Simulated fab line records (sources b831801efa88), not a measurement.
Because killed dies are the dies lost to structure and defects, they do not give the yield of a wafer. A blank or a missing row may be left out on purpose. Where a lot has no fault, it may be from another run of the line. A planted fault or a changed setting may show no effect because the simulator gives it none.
Which tool is to blame? :: flow sfq line :: 14 lots, 42 wafers sampled, at 4 steps of a route of 325

## WHAT EACH GAUGE READ, for each wafer
SFQ_I1_BOW_MEAS_912.
lot: L236
measured: day 24 01:51
on: film metro-03
I1_BOW (um): -11 -1 0

lot: L237
measured: day 24 10:50
on: film metro-03
I1_BOW (um): 12 6 6

lot: L238
measured: day 25 07:13
on: film metro-02
I1_BOW (um): 5 6 0

lot: L239
measured: day 25 16:37
on: film metro-02
I1_BOW (um): 3 6 7

lot: L240
measured: day 26 02:51
on: film metro-04
I1_BOW (um): 5 15 -3

lot: L241
measured: day 26 12:28
on: film metro-02
I1_BOW (um): -7 5 14

lot: L244
measured: day 28 00:28
on: film metro-03
I1_BOW (um): -3 0 0

lot: L249
measured: day 29 10:02
on: film metro-04
I1_BOW (um): 9 10 9

lot: L250
measured: day 29 22:04
on: film metro-04
I1_BOW (um): -3 6 10

lot: L252
measured: day 30 08:51
on: film metro-02
I1_BOW (um): 2 2 -6

lot: L256
measured: day 32 04:20
on: film metro-02
I1_BOW (um): -4 -12 -6

lot: L257
measured: day 32 18:37
on: film metro-02
I1_BOW (um): -2 6 9

lot: L258
measured: day 33 07:46
on: film metro-04
I1_BOW (um): 8 -11 4

lot: L259
measured: day 33 16:46
on: film metro-03
I1_BOW (um): 4 16 1

SFQ_JJ_RS_MEAS_929: uses a four-point probe to measure.
lot: L236
measured: day 52 05:28
on: film metro-03
JJ_NB_RS (ohm/sq): 1.037 1.048 1.039

lot: L237
measured: day 53 15:08
on: film metro-02
JJ_NB_RS (ohm/sq): 1.044 1.038 1.046

lot: L238
measured: day 53 18:47
on: film metro-03
JJ_NB_RS (ohm/sq): 1.038 1.050 1.041

lot: L239
measured: day 53 21:11
on: film metro-01
JJ_NB_RS (ohm/sq): 1.062 1.061 1.063

lot: L240
measured: day 54 00:44
on: film metro-03
JJ_NB_RS (ohm/sq): 1.050 1.051 1.036

lot: L241
measured: day 55 15:07
on: film metro-01
JJ_NB_RS (ohm/sq): 1.045 1.046 1.045

lot: L244
measured: day 55 22:04
on: film metro-01
JJ_NB_RS (ohm/sq): 1.043 1.051 1.045

lot: L249
measured: day 56 10:04
on: film metro-01
JJ_NB_RS (ohm/sq): 1.059 1.038 1.049

lot: L250
measured: day 56 12:54
on: film metro-01
JJ_NB_RS (ohm/sq): 0.911 0.920 0.918 0.910 0.921 0.917

lot: L252
measured: day 57 02:13
on: film metro-03
JJ_NB_RS (ohm/sq): 0.922 0.916 0.910 0.922 0.917 0.912

lot: L256
measured: day 64 23:41
on: film metro-01
JJ_NB_RS (ohm/sq): 1.033 1.031 1.027

lot: L257
measured: day 65 14:06
on: film metro-03
JJ_NB_RS (ohm/sq): 1.044 1.036 1.026

lot: L258
measured: day 65 17:41
on: film metro-03
JJ_NB_RS (ohm/sq): 1.022 1.028 1.032

lot: L259
measured: day 69 22:37
on: film metro-03
JJ_NB_RS (ohm/sq): 1.061 1.072 1.051

SFQ_R5_OVL_MEAS_935.
lot: L236
measured: day 65 09:31
on: overlay-01
R5_OVL (nm): 5 7 6

lot: L237
measured: day 65 19:07
on: overlay-02
R5_OVL (nm): -6 -2 -10

lot: L238
measured: day 65 22:44
on: overlay-01
R5_OVL (nm): 2 5 0

lot: L239
measured: day 66 02:20
on: overlay-02
R5_OVL (nm): -1 -1 0

lot: L240
measured: day 66 03:31
on: overlay-01
R5_OVL (nm): 1 -3 2

lot: L241
measured: day 66 12:52
on: overlay-02
R5_OVL (nm): -7 0 -4

lot: L244
measured: day 66 16:28
on: overlay-01
R5_OVL (nm): 2 -4 2

lot: L249
measured: day 66 22:28
on: overlay-01
R5_OVL (nm): 4 4 1

lot: L250
measured: day 66 23:40
on: overlay-01
R5_OVL (nm): 5 3 6

lot: L252
measured: day 67 11:32
on: overlay-01
R5_OVL (nm): 1 -8 3

lot: L256
measured: day 70 17:32
on: overlay-02
R5_OVL (nm): -10 -17 -15

lot: L257
measured: day 71 07:03
on: overlay-01
R5_OVL (nm): -4 -1 1

lot: L258
measured: day 71 08:14
on: overlay-01
R5_OVL (nm): 2 6 5

lot: L259
measured: day 80 03:28
on: overlay-02
R5_OVL (nm): -4 4 6

## TOOL THAT RAN EACH LOT (tool first, then ch and the chambers of the sampled wafers, then the start)
lot: L236
SFQ_TRILAYER_JJ_TRILAYER_DEP_SPUTTER_112: pvd sputter-05, day 52 05:23

lot: L237
SFQ_TRILAYER_JJ_TRILAYER_DEP_SPUTTER_112: pvd sputter-06, day 53 15:04

lot: L238
SFQ_TRILAYER_JJ_TRILAYER_DEP_SPUTTER_112: pvd sputter-05, day 53 18:40

lot: L239
SFQ_TRILAYER_JJ_TRILAYER_DEP_SPUTTER_112: pvd sputter-06, day 53 21:04

lot: L240
SFQ_TRILAYER_JJ_TRILAYER_DEP_SPUTTER_112: pvd sputter-03, day 54 00:40

lot: L241
SFQ_TRILAYER_JJ_TRILAYER_DEP_SPUTTER_112: pvd sputter-06, day 55 15:01

lot: L244
SFQ_TRILAYER_JJ_TRILAYER_DEP_SPUTTER_112: pvd sputter-06, day 55 21:59

lot: L249
SFQ_TRILAYER_JJ_TRILAYER_DEP_SPUTTER_112: pvd sputter-05, day 56 09:59

lot: L250
SFQ_TRILAYER_JJ_TRILAYER_DEP_SPUTTER_112: pvd sputter-06, day 56 12:47

lot: L252
SFQ_TRILAYER_JJ_TRILAYER_DEP_SPUTTER_112: pvd sputter-06, day 57 02:07

lot: L256
SFQ_TRILAYER_JJ_TRILAYER_DEP_SPUTTER_112: pvd sputter-03, day 64 23:36

lot: L257
SFQ_TRILAYER_JJ_TRILAYER_DEP_SPUTTER_112: pvd sputter-05, day 65 14:00

lot: L258
SFQ_TRILAYER_JJ_TRILAYER_DEP_SPUTTER_112: pvd sputter-03, day 65 17:36

lot: L259
SFQ_TRILAYER_JJ_TRILAYER_DEP_SPUTTER_112: pvd sputter-06, day 69 22:32
- SFQ_TRILAYER_JJ_TRILAYER_DEP_SPUTTER_112: material Nb, target thk 170 nm, time 113.3 s.

## AS READ BY THE TOOLS THEMSELVES (means over the sampled wafers that have a number; for cases with no such wafer, the mark the record gives instead)
SFQ_TRILAYER_JJ_TRILAYER_DEP_SPUTTER_112.
lot: L236
tool: pvd sputter-05
cathode dc power W (W): 2000.2
substrate temp c (C): 19.97
throttle valve pct (%): 29.3

lot: L237
tool: pvd sputter-06
cathode dc power W (W): 2000.1
substrate temp c (C): 19.86
throttle valve pct (%): 30.9

lot: L238
tool: pvd sputter-05
cathode dc power W (W): 1999.7
substrate temp c (C): 19.99
throttle valve pct (%): 29.2

lot: L239
tool: pvd sputter-06
cathode dc power W (W): 1999.9
substrate temp c (C): 19.95
throttle valve pct (%): 30.9

lot: L240
tool: pvd sputter-03
cathode dc power W (W): 2000.0
substrate temp c (C): 19.89
throttle valve pct (%): 29.5

lot: L241
tool: pvd sputter-06
cathode dc power W (W): 2000.0
substrate temp c (C): 20.08
throttle valve pct (%): 30.6

lot: L244
tool: pvd sputter-06
cathode dc power W (W): 2000.1
substrate temp c (C): 19.90
throttle valve pct (%): 30.7

lot: L249
tool: pvd sputter-05
cathode dc power W (W): 1999.9
substrate temp c (C): 19.98
throttle valve pct (%): 29.3

lot: L250
tool: pvd sputter-06
cathode dc power W (W): 2294.9
substrate temp c (C): 19.91
throttle valve pct (%): 30.7

lot: L252
tool: pvd sputter-06
cathode dc power W (W): 2294.9
substrate temp c (C): 20.00
throttle valve pct (%): 30.7

lot: L256
tool: pvd sputter-03
cathode dc power W (W): 2000.0
substrate temp c (C): 19.96
throttle valve pct (%): 29.8

lot: L257
tool: pvd sputter-05
cathode dc power W (W): 1999.8
substrate temp c (C): 19.98
throttle valve pct (%): 28.9

lot: L258
tool: pvd sputter-03
cathode dc power W (W): 2000.3
substrate temp c (C): 19.96
throttle valve pct (%): 29.7

lot: L259
tool: pvd sputter-06
cathode dc power W (W): 2000.0
substrate temp c (C): 20.00
throttle valve pct (%): 30.8

## THE ANSWER, worked out from the rows above alone
Rule: the usual values come from the lots themselves. Put in order of their means at a reading, lots are off if they are a third of the lots or fewer, leave a main group of 4 or more, and stand apart from it by a gap of 3 or more times the standard deviation of the main group's means; of several such gaps the widest counts. A main group whose means are all the same, to the digits that the tables above print for the reading, isn't used. A lot without any number at a reading at which 4 lots or more have one is off too. Where the step has rows for the other lots, those lots are counted as sound. First the gauges in route order, then the tools' own readings, where a lot's mean is used as printed above. At the first step where some lot is off, the reading lying furthest off is the one used; lots without a number count as furthest.
Off: at SFQ_JJ_RS_MEAS_929 (JJ_NB_RS), L250, L252. The main group has a mean of 1.044 ohm/sq with a standard deviation of 0.01.
If a tool, at a process step before that reading, ran all the lots that are off and no sound lot after the first of them, it fits. Not tried: the gauges at SFQ_JJ_RS_MEAS_929; whatever is off there is also off at SFQ_TRILAYER_JJ_TRILAYER_DEP_SPUTTER_112, on other tools, and gauge error can't account for it. None of those tried fits.

## WHAT THE SIMULATOR HAD PUT IN
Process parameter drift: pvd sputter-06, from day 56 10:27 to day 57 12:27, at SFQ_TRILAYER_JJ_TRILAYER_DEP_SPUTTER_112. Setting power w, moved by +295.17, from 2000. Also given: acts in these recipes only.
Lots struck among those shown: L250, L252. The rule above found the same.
